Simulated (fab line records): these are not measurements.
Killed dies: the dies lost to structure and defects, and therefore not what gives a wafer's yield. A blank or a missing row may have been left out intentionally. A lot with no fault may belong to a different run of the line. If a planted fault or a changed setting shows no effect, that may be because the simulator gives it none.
fab line records ; flow sky130
record lots=10; wafers=30; lastDay=52
route steps=708 shown LDD_P@265 RES_XHIGH@340 SD_N@356 SD_P@359 LI_CONTACT@363 PAD_OPEN@708
lots untouched by any fault: they come from a run of this same line in which no faults occurred
startH: the number of hours between the record's first day and the start of the first shown wafer of the lot ; waitH: time in hours since the lot's previous step ; " as in the row above ; L1.1+2: several wafers, shown together as one row ; - value missing, or start not given ; * or withheld: withheld ; < > ~ a bound
route shown NAME@n: names a module that has steps shown in the file, with the first one's number in the route ; usual: average and standard deviation across the fault-free wafers ; same: alike in all rows ; chamber/n: place in a boat ; sites: readings site by site ; _std_site: their standard deviation ; _edge_site: the outer-site mean with the inner-site mean subtracted ; radiusMm: for every site, how far away it sits from the centre of the wafer ; mask NAME#n: copy n ; behind: the most recent tool/chamber to have shaped the wafer ; hold: why the lot was held/for how many hours/how that ended ; device: whichever transistor did not switch (one of n, p or np) ; end of line: at the end of the route, the tests of the same wafers ; a step without rows: its recipe alone ; killed: not the wafer's yield, but the dies lost to structure and defects at the first sort ; map: a wafer's dies, x killed, . not, _ none there
set.NAME: the run value of the setting; set.NAME@STEP: its run value at that earlier step ; model.NAME: the simulator's own value behind a step, which no gauge read
route steps across a sampled set of lots; one table per step, one row per wafer
services: a tool's chamber out of use, with start hour (startH, from the record's first day; less than 0 if before it), hours out, and reason
## steps
# step SKY_LDD_P_STRIP_10
# recipe chemistry=O2/N2; powerW=1400; pressureMtorr=1500; platenTempC=withheld; o2FlowSccm=3000; n2FlowSccm=300; overashFraction=0.5
# usual chamberPressureMTorr=1500.1/1.4; drypumpMotorCurrentA=5.71/0.23; oesProductAu=0.715/0.0046; stripTimeToEndpointS=14.18/0.041
lot.wafer;tool;chamber;startH;waitH;chamberPressureMTorr;drypumpMotorCurrentA;oesProductAu;rfHoursCounterH;stripTimeToEndpointS
L866.2;plasmaAsher-03;1;492.72;0.1;1498.1;5.14;0.708;63;14.12
L866.4;plasmaAsher-03;1;492.72;0.1;1503.3;5.14;0.721;-;14.11
L866.6;plasmaAsher-03;1;492.72;0.1;1500.0;5.15;0.713;-;14.08
L870.1;plasmaAsher-04;1;500.40;0.1;1500.8;5.82;0.705;36;14.17
L870.4;plasmaAsher-04;1;500.40;0.1;1500.6;5.82;0.722;-;14.14
L870.5;plasmaAsher-04;0;500.40;0.1;1498.6;5.80;0.722;-;14.16
L871.2;plasmaAsher-03;1;500.75;0.1;1500.2;5.14;0.713;64;14.18
L871.4;plasmaAsher-03;1;500.75;0.1;1499.4;5.15;0.714;-;14.12
L871.6;plasmaAsher-03;1;500.75;0.1;1502.1;5.14;0.720;-;14.18
L872.1;plasmaAsher-01;1;501.50;0.1;1500.4;5.75;0.719;8;14.21
L872.3;plasmaAsher-01;1;501.50;0.1;1498.5;5.77;0.716;-;14.20
L872.5;plasmaAsher-01;0;501.50;0.1;1499.6;5.93;0.712;-;14.21
L873.2;plasmaAsher-01;0;505.80;0.1;1499.9;5.91;0.714;8;14.16
L873.3;plasmaAsher-01;0;505.80;0.1;1500.7;5.91;0.714;-;14.17
L873.6;plasmaAsher-01;1;505.80;0.1;1499.4;5.71;0.715;-;14.25
L874.2;plasmaAsher-03;0;506.10;0.1;1499.8;5.46;0.715;65;14.21
L874.4;plasmaAsher-03;1;506.10;0.1;1496.8;5.16;0.716;-;14.14
L874.6;plasmaAsher-03;0;506.10;0.1;1500.3;5.44;0.721;-;14.15
L881.1;plasmaAsher-01;0;661.32;0.1;1498.7;5.92;0.711;23;14.19
L881.3;plasmaAsher-01;1;661.32;0.1;1500.8;5.74;0.716;-;14.17
L881.5;plasmaAsher-01;0;661.32;0.1;1501.3;5.93;0.711;-;14.17
L879.3;plasmaAsher-01;0;662.26;0.1;1499.2;5.90;0.715;-;14.20
L879.4;plasmaAsher-01;1;662.26;0.1;1499.6;5.72;0.731;-;14.21
L879.5;plasmaAsher-01;0;662.26;0.1;1501.4;5.92;0.719;-;14.19
L880.1;plasmaAsher-04;0;663.75;0.1;1501.2;5.79;0.712;53;14.17
L880.2;plasmaAsher-04;1;663.75;0.1;1498.7;5.81;0.717;53;14.18
L880.4;plasmaAsher-04;0;663.75;0.1;1499.5;5.80;0.719;-;14.16
L878.1;plasmaAsher-01;0;666.87;0.1;1502.3;5.91;0.724;23;14.20
L878.3;plasmaAsher-01;0;666.87;0.1;1501.0;5.92;0.712;-;14.19
L878.4;plasmaAsher-01;1;666.87;0.1;1500.8;5.76;0.713;-;14.19
# step SKY_RES_XHIGH_STRIP_08
# recipe chemistry=O2/N2; powerW=1400; pressureMtorr=1500; platenTempC=withheld; o2FlowSccm=3000; n2FlowSccm=300; overashFraction=0.5
# usual chamberPressureMTorr=1500.1/1.5; drypumpMotorCurrentA=5.81/0.057; oesProductAu=0.711/0.0045; stripTimeToEndpointS=14.28/0.037
lot.wafer;tool;chamber;startH;waitH;chamberPressureMTorr;drypumpMotorCurrentA;oesProductAu;rfHoursCounterH;stripTimeToEndpointS
L866.2;plasmaAsher-01;0;677.69;0.1;1498.1;5.90;0.710;24;14.28
L866.4;plasmaAsher-01;0;677.69;0.1;1500.5;5.92;0.716;-;14.25
L866.6;plasmaAsher-01;1;677.69;0.1;1502.5;5.74;0.704;-;14.33
L871.2;plasmaAsher-04;1;682.44;0.1;1499.5;5.73;0.712;55;14.34
L871.4;plasmaAsher-04;0;682.44;0.1;1499.9;5.80;0.709;-;14.34
L871.6;plasmaAsher-04;0;682.44;0.1;1499.1;5.80;0.714;-;14.28
L870.1;plasmaAsher-02;1;683.14;0.1;1499.0;5.77;0.706;101;14.29
L870.4;plasmaAsher-02;1;683.14;0.1;1497.2;5.75;0.712;-;14.30
L870.5;plasmaAsher-02;1;683.14;0.1;1498.2;5.80;0.715;-;14.29
L872.1;plasmaAsher-01;1;684.37;0.1;1497.5;5.74;0.716;25;14.31
L872.3;plasmaAsher-01;1;684.37;0.1;1501.8;5.72;0.712;-;14.33
L872.5;plasmaAsher-01;1;684.37;0.1;1498.6;5.73;0.709;-;14.30
L873.2;plasmaAsher-04;0;689.57;0.1;1500.6;5.82;0.717;55;14.24
L873.3;plasmaAsher-04;0;689.57;0.1;1497.7;5.82;0.706;-;14.28
L873.6;plasmaAsher-04;0;689.57;0.1;1500.0;5.79;0.707;-;14.27
L874.2;plasmaAsher-02;1;690.19;0.1;1499.9;5.81;0.700;102;14.24
L874.4;plasmaAsher-02;1;690.19;0.1;1501.1;5.80;0.716;-;14.28
L874.6;plasmaAsher-02;1;690.19;0.1;1499.5;5.79;0.713;-;14.26
L881.1;plasmaAsher-04;0;831.99;0.1;1500.0;5.81;0.719;69;14.25
L881.3;plasmaAsher-04;1;831.99;0.1;1501.5;5.74;0.715;-;14.21
L881.5;plasmaAsher-04;0;831.99;0.1;1500.8;5.81;0.712;-;14.23
L880.1;plasmaAsher-04;1;833.38;0.2;1499.8;5.81;0.721;69;14.25
L880.2;plasmaAsher-04;0;833.38;0.2;1500.6;5.80;0.711;69;14.26
L880.4;plasmaAsher-04;0;833.38;0.2;1499.7;5.81;0.707;-;14.23
L879.3;plasmaAsher-02;1;834.61;0.1;1501.7;5.82;0.708;-;14.29
L879.4;plasmaAsher-02;0;834.61;0.1;1497.6;5.81;0.714;-;14.28
L879.5;plasmaAsher-02;0;834.61;0.1;1501.8;5.79;0.714;-;14.29
L878.1;plasmaAsher-04;0;838.34;0.1;1500.0;5.80;0.716;70;14.31
L878.3;plasmaAsher-04;0;838.34;0.1;1499.2;5.79;0.710;-;14.32
L878.4;plasmaAsher-04;1;838.34;0.1;1498.8;5.75;0.712;-;14.30
# step SKY_SD_N_RTA_14
# recipe tempC=1075; timeS=2; idleTempC=650; rampUpCPerS=150; rampDownCPerS=90; ambient=N2
# usual lampPowerPct=15.74/0.057; wafer_temp_C_max=1078.0/1.2
lot.wafer;tool;chamber;startH;waitH;lampPowerPct;wafer_temp_C_max
L866.2;rtpAnneal-01;0;706.54;0.0;15.74;1077.2
L866.4;rtpAnneal-01;0;706.54;0.0;15.69;1079.2
L866.6;rtpAnneal-01;0;706.54;0.0;15.70;1077.3
L871.2;rtpAnneal-02;0;711.79;0.0;15.71;1078.6
L871.4;rtpAnneal-02;0;711.79;0.0;15.80;1079.5
L871.6;rtpAnneal-02;0;711.79;0.0;15.78;1078.5
L870.1;rtpAnneal-01;0;712.39;0.0;15.80;1077.1
L870.4;rtpAnneal-01;0;712.39;0.0;15.75;1075.8
L870.5;rtpAnneal-01;0;712.39;0.0;15.71;1078.0
L872.1;rtpAnneal-01;0;714.04;0.0;15.68;1076.0
L872.3;rtpAnneal-01;0;714.04;0.0;15.70;1078.3
L872.5;rtpAnneal-01;0;714.04;0.0;15.70;1079.7
L873.2;rtpAnneal-01;0;718.37;0.0;15.79;1076.9
L873.3;rtpAnneal-01;0;718.37;0.0;15.78;1079.0
L873.6;rtpAnneal-01;0;718.37;0.0;15.88;1077.0
L874.2;rtpAnneal-02;0;719.04;0.0;15.75;1078.1
L874.4;rtpAnneal-02;0;719.04;0.0;15.71;1079.7
L874.6;rtpAnneal-02;0;719.04;0.0;15.68;1076.9
L881.1;rtpAnneal-01;0;859.49;0.0;15.77;1076.4
L881.3;rtpAnneal-01;0;859.49;0.0;15.70;1077.6
L881.5;rtpAnneal-01;0;859.49;0.0;15.72;1078.7
L880.1;rtpAnneal-02;0;860.48;0.0;15.66;1078.2
L880.2;rtpAnneal-02;0;860.48;0.0;15.75;1077.9
L880.4;rtpAnneal-02;0;860.48;0.0;15.67;1079.6
L879.3;rtpAnneal-01;0;862.56;0.0;15.71;1080.3
L879.4;rtpAnneal-01;0;862.56;0.0;15.82;1078.1
L879.5;rtpAnneal-01;0;862.56;0.0;15.71;1079.3
L878.1;rtpAnneal-01;0;866.17;0.0;15.76;1079.0
L878.3;rtpAnneal-01;0;866.17;0.0;15.82;1077.6
L878.4;rtpAnneal-01;0;866.17;0.0;15.85;1077.8
# step SKY_SD_N_RS_MEAS_16
# recipe thkMeasGauge=four-point-probe
# usual SD_N_RS=68.52/0.11
lot.wafer;tool;chamber;startH;waitH;hold;SD_N_RS[ohm/sq]
L866.2;filmMetro-03;-;706.73;0.1;-;68.47
L866.4;filmMetro-03;-;706.73;0.1;-;68.47
L866.6;filmMetro-03;-;706.73;0.1;-;68.44
L871.2;filmMetro-04;-;711.98;0.1;-;68.47
L871.4;filmMetro-04;-;711.98;0.1;-;68.56
L871.6;filmMetro-04;-;711.98;0.1;-;68.31
L870.1;filmMetro-03;-;712.56;0.1;-;68.72
L870.4;filmMetro-03;-;712.56;0.1;-;68.55
L870.5;filmMetro-03;-;712.56;0.1;-;68.62
L872.1;filmMetro-02;-;714.21;0.1;-;68.51
L872.3;filmMetro-02;-;714.21;0.1;-;68.54
L872.5;filmMetro-02;-;714.21;0.1;-;68.55
L873.2;filmMetro-02;-;718.55;0.1;-;68.70
L873.3;filmMetro-02;-;718.55;0.1;-;68.64
L873.6;filmMetro-02;-;718.55;0.1;-;68.64
L874.2;filmMetro-04;-;719.23;0.1;-;68.54
L874.4;filmMetro-04;-;719.23;0.1;-;68.49
L874.6;filmMetro-04;-;719.23;0.1;-;68.43
L881.1;filmMetro-04;-;859.66;0.1;-;68.52
L881.3;filmMetro-04;-;859.66;0.1;-;68.45
L881.5;filmMetro-04;-;859.66;0.1;-;68.47
L880.1;filmMetro-04;-;860.71;0.1;-;68.59
L880.2;filmMetro-04;-;860.71;0.1;-;68.70
L880.4;filmMetro-04;-;860.71;0.1;-;68.59
L879.3;filmMetro-02;-;862.75;0.1;awaitDispo/0.2h/release;71.35
L879.4;filmMetro-02;-;862.75;0.1;awaitDispo/0.2h/release;71.29
L879.5;filmMetro-02;-;862.75;0.1;awaitDispo/0.2h/release;71.27
L879.3;filmMetro-02;-;863.11;0.3;-;71.45
L879.4;filmMetro-02;-;863.11;0.3;-;71.18
L879.5;filmMetro-02;-;863.11;0.3;-;71.12
L878.1;filmMetro-02;-;866.34;0.1;awaitDispo/0.2h/release;71.15
L878.3;filmMetro-02;-;866.34;0.1;awaitDispo/0.2h/release;71.12
L878.4;filmMetro-02;-;866.34;0.1;awaitDispo/0.2h/release;71.23
L878.1;filmMetro-02;-;866.70;0.3;-;71.14
L878.3;filmMetro-02;-;866.70;0.3;-;71.16
L878.4;filmMetro-02;-;866.70;0.3;-;71.08
# step SKY_SD_N_RS_MEAS_17
# recipe thkMeasGauge=four-point-probe
# usual SD_P_RS=147.1/0.38
lot.wafer;tool;chamber;startH;waitH;hold;SD_P_RS[ohm/sq]
L866.2;filmMetro-03;-;706.85;0.1;-;146.7
L866.4;filmMetro-03;-;706.85;0.1;-;146.4
L866.6;filmMetro-03;-;706.85;0.1;-;146.7
L871.2;filmMetro-04;-;712.10;0.1;-;147.2
L871.4;filmMetro-04;-;712.10;0.1;-;146.8
L871.6;filmMetro-04;-;712.10;0.1;-;147.3
L870.1;filmMetro-03;-;712.68;0.1;-;147.2
L870.4;filmMetro-03;-;712.68;0.1;-;147.5
L870.5;filmMetro-03;-;712.68;0.1;-;147.7
L872.1;filmMetro-02;-;714.33;0.1;-;146.7
L872.3;filmMetro-02;-;714.33;0.1;-;147.2
L872.5;filmMetro-02;-;714.33;0.1;-;146.4
L873.2;filmMetro-02;-;718.67;0.1;-;147.1
L873.3;filmMetro-02;-;718.67;0.1;-;147.0
L873.6;filmMetro-02;-;718.67;0.1;-;147.5
L874.2;filmMetro-04;-;719.35;0.1;-;147.5
L874.4;filmMetro-04;-;719.35;0.1;-;146.6
L874.6;filmMetro-04;-;719.35;0.1;-;146.8
L881.1;filmMetro-04;-;859.78;0.1;-;146.9
L881.3;filmMetro-04;-;859.78;0.1;-;146.9
L881.5;filmMetro-04;-;859.78;0.1;-;146.5
L880.1;filmMetro-04;-;860.83;0.1;-;147.0
L880.2;filmMetro-04;-;860.83;0.1;-;147.9
L880.4;filmMetro-04;-;860.83;0.1;-;147.4
L879.3;filmMetro-02;-;864.39;1.3;awaitDispo/0.2h/release;163.8
L879.4;filmMetro-02;-;864.39;1.3;awaitDispo/0.2h/release;162.7
L879.5;filmMetro-02;-;864.39;1.3;awaitDispo/0.2h/release;162.3
L879.3;filmMetro-02;-;864.84;0.4;-;163.7
L879.4;filmMetro-02;-;864.84;0.4;-;162.7
L879.5;filmMetro-02;-;864.84;0.4;-;162.2
L878.1;filmMetro-02;-;870.03;3.3;awaitDispo/0.2h/release;161.7
L878.3;filmMetro-02;-;870.03;3.3;awaitDispo/0.2h/release;161.1
L878.4;filmMetro-02;-;870.03;3.3;awaitDispo/0.2h/release;162.1
L878.1;filmMetro-02;-;870.32;0.3;-;161.5
L878.3;filmMetro-02;-;870.32;0.3;-;160.9
L878.4;filmMetro-02;-;870.32;0.3;-;161.9
# step SKY_LI_CONTACT_THK_MEAS_01
# recipe reads=PSG_of_LI_CONTACT_HDPCVD_00
# usual LI_CONTACT_HDPCVD_THK=932/11
lot.wafer;tool;chamber;startH;waitH;LI_CONTACT_HDPCVD_THK[nm]
L866.2;filmMetro-04;-;707.20;0.1;920
L866.4;filmMetro-04;-;707.20;0.1;922
L866.6;filmMetro-04;-;707.20;0.1;933
L871.2;filmMetro-02;-;712.45;0.1;933
L871.4;filmMetro-02;-;712.45;0.1;922
L871.6;filmMetro-02;-;712.45;0.1;933
L870.1;filmMetro-03;-;713.07;0.1;919
L870.4;filmMetro-03;-;713.07;0.1;916
L870.5;filmMetro-03;-;713.07;0.1;929
L872.1;filmMetro-03;-;714.69;0.1;926
L872.3;filmMetro-03;-;714.69;0.1;927
L872.5;filmMetro-03;-;714.69;0.1;935
L873.2;filmMetro-02;-;719.02;0.1;916
L873.3;filmMetro-02;-;719.02;0.1;945
L873.6;filmMetro-02;-;719.02;0.1;936
L874.2;filmMetro-03;-;719.70;0.1;915
L874.4;filmMetro-03;-;719.70;0.1;925
L874.6;filmMetro-03;-;719.70;0.1;918
L881.1;filmMetro-04;-;860.14;0.1;916
L881.3;filmMetro-04;-;860.14;0.1;934
L881.5;filmMetro-04;-;860.14;0.1;934
L880.1;filmMetro-02;-;861.19;0.1;934
L880.2;filmMetro-02;-;861.19;0.1;933
L880.4;filmMetro-02;-;861.19;0.1;912
L879.3;filmMetro-03;-;867.03;0.2;930
L879.4;filmMetro-03;-;867.03;0.2;934
L879.5;filmMetro-03;-;867.03;0.2;954
L878.1;filmMetro-02;-;873.11;0.1;941
L878.3;filmMetro-02;-;873.11;0.1;899
L878.4;filmMetro-02;-;873.11;0.1;918
# step SKY_PAD_OPEN_PROBE_99
# usual killed_at_M0_to_M3=45/6.3; killed_at_M4_up=2.8/1.6; killedAtContacts=24/5.1; killedAtFrontEnd=14/4.4; killedAtOther=0.4/0.73; killedDies=86/9; killedOnRim=17/3.8; killedOpen=47/7.8; killedShort=39/6.6
# same grossDies=492; killedAtBackSide=0
lot.wafer;tool;chamber;startH;waitH;killed_at_M0_to_M3;killed_at_M4_up;killedAtContacts;killedAtFrontEnd;killedAtOther;killedDies;killedOnRim;killedOpen;killedShort
L870.4;prober-02;-;1139.75;0.2;48;1;27;17;0;93;17;53;40
L872.1;prober-02;-;1140.03;0.1;36;4;23;16;0;79;13;40;39
L872.3;prober-02;-;1140.13;0.2;34;1;28;9;0;72;15;44;28
L872.5;prober-02;-;1140.23;0.2;45;2;27;6;0;80;17;45;35
L874.2;prober-01;-;1147.59;0.1;39;5;18;24;0;86;19;40;46
L874.4;prober-01;-;1147.69;0.2;52;1;15;16;1;85;21;40;45
# killed by level:class
L870.4 VIA2:geometricParticle:open=12 VIA1:geometricParticle:open=12 CONTACT:geometricParticle:open=7 FIELD_ISO:geometricParticle:short=5 FIELD_ISO:geometricParticle:open=5 CONTACT:geometricParticle:short=5 LI_CONTACT:geometricParticle:short=5 LI_CONTACT:geometricParticle:open=5
L872.1 LI_CONTACT:geometricParticle:open=8 POLY_GATE:geometricParticle:short=6 VIA1:geometricParticle:open=6 VIA2:geometricParticle:open=6 CONTACT:geometricParticle:open=5 METAL1:geometricParticle:short=5 VIA2:geometricParticle:short=5 VIA3:geometricParticle:open=5
L872.3 CONTACT:geometricParticle:open=10 VIA1:geometricParticle:open=10 LI_CONTACT:geometricParticle:open=7 CONTACT:geometricParticle:short=6 METAL1:geometricParticle:short=6 FIELD_ISO:geometricParticle:open=5 VIA2:geometricParticle:open=4 VIA1:geometricParticle:short=4
L872.5 VIA3:geometricParticle:open=13 LI_CONTACT:geometricParticle:open=9 CONTACT:geometricParticle:open=9 VIA1:geometricParticle:open=7 VIA1:geometricParticle:short=6 CONTACT:geometricParticle:short=6 METAL1:geometricParticle:short=5 VIA2:geometricParticle:short=4
L874.2 VIA1:geometricParticle:open=11 FIELD_ISO:geometricParticle:open=6 VIA2:geometricParticle:open=6 POLY_GATE:geometricParticle:short=6 METAL1:geometricParticle:short=6 LOCAL_INTERCONNECT:geometricParticle:short=5 CONTACT:geometricParticle:open=5 METAL4:geometricParticle:short=5
L874.4 VIA1:geometricParticle:open=11 VIA2:geometricParticle:open=8 METAL3:geometricParticle:short=6 FIELD_ISO:geometricParticle:short=5 METAL1:geometricParticle:short=5 VIA2:geometricParticle:short=5 POLY_GATE:geometricParticle:open=5 CONTACT:geometricParticle:open=5
## services
tool;chamber;startH;hours;kind
plasmaAsher-04;-;480.39;2.8;pm
plasmaAsher-04;-;485.57;3.0;repair
plasmaAsher-03;-;486.63;1.0;repair
plasmaAsher-01;-;493.92;2.3;repair
plasmaAsher-01;-;516.65;1.2;repair
plasmaAsher-02;-;528.37;0.6;repair
plasmaAsher-03;-;629.99;2.8;pm
plasmaAsher-01;-;636.26;12.8;repair
plasmaAsher-03;-;640.92;17.2;repair
plasmaAsher-03;-;693.20;7.3;repair
plasmaAsher-01;-;719.65;2.8;pm
plasmaAsher-02;-;733.75;9.0;pm
plasmaAsher-02;0;733.75;9.0;ventCycle
plasmaAsher-02;1;733.75;9.0;ventCycle
plasmaAsher-02;0;742.75;-;clean
plasmaAsher-02;1;742.75;-;clean
plasmaAsher-02;-;775.79;2.8;pm
plasmaAsher-04;-;780.83;14.6;pm
plasmaAsher-03;-;784.23;14.6;pm
plasmaAsher-03;-;827.92;3.6;repair
plasmaAsher-02;-;839.52;1.4;repair
## key
firstSign step=SKY_SD_N_RS_MEAS_16; reading=visit; direction=added
effect step=SKY_SD_N_RS_MEAS_16; reading=SD_N_RS; direction=up; sigmas=25; usual=68.52; struck=71.24
effect step=SKY_SD_N_RS_MEAS_17; reading=visit; direction=added
effect step=SKY_SD_N_RS_MEAS_17; reading=SD_P_RS; direction=up; sigmas=40; usual=147.1; struck=162.3
metAt SKY_SD_N_RTA_14
struckLots L878,L879
testerLeftOut L878,L879
notActingAt SKY_LDD_P_STRIP_10,SKY_RES_XHIGH_STRIP_08,SKY_LI_CONTACT_THK_MEAS_01
onsetBetween 859.49 862.56
alsoFits time
fault kind=processParameterDrift; tool=rtpAnneal-01; chamber=-; onsetH=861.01; steps=SKY_SD_N_RTA_14; channel=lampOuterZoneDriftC; offset=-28; shape=step; endH=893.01
# testerLeftOut: of these lots the tester's yield and bins aren't shown, on N5 and GAA mostly nor the transistor test; their killed dies are dies lost to structure and defects alone, not to doping, threshold or leakage, so they don't give the yield
